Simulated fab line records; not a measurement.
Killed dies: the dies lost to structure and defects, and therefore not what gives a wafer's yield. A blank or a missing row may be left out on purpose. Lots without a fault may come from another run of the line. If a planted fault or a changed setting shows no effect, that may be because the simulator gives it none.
2 desks, one fault	flow sky130	each desk holds nothing but its own numbers, with what lay behind them at the end

## METROLOGY DESK
What the gauges read, lot by lot, whatever tool the lot ran on: means of the sampled wafers that have a number. Any lot whose mean is over 4 standard deviations away from the usual mean is out of limits and marked OUT; that distance is given in the brackets.
Columns: A = CONTACT_W_RS at SKY_CONTACT_RS_MEAS_25, usual 0.334 ohm/sq; B = CONTACT_W_THK at SKY_CONTACT_THK_MEAS_26, usual 349 nm
lot	first seen here	A	B
L904	day 32 09:08	0.335	345
L906	day 32 17:17	0.337	347
L910	day 33 23:32	0.338	348
L911	day 34 05:53	0.336	353
L921	day 37 11:38	0.333	349
L925	day 38 14:50	0.335	355
This desk's verdict: no lot among the 6 shows anything out of limits.

## TOOL OWNER'S DESK, pvd-sputter-01
The tool's own readings at SKY_METAL1_SPUTTER_03 (material Ti, target thk 5 nm, time 3.3 s): means of the sampled wafers that have a number, for each lot that ran on this tool. Any lot whose mean is over 4 standard deviations away from the usual mean is out of limits and marked OUT; that distance is given in the brackets.
Columns: A = throttle-valve-pct at SKY_METAL1_SPUTTER_03, usual 29.8 %
lot	first seen here	A
L904	day 32 09:41	30.0
L910	day 34 00:03	29.9
L911	day 34 06:25	29.4
This desk's verdict: no lot among the 3 shows anything out of limits.

## ALL TOGETHER
Metrology desk: nothing out of limits seen.
The tool owner's desk saw nothing out of limits.

## WHAT THE SIMULATOR PUT IN
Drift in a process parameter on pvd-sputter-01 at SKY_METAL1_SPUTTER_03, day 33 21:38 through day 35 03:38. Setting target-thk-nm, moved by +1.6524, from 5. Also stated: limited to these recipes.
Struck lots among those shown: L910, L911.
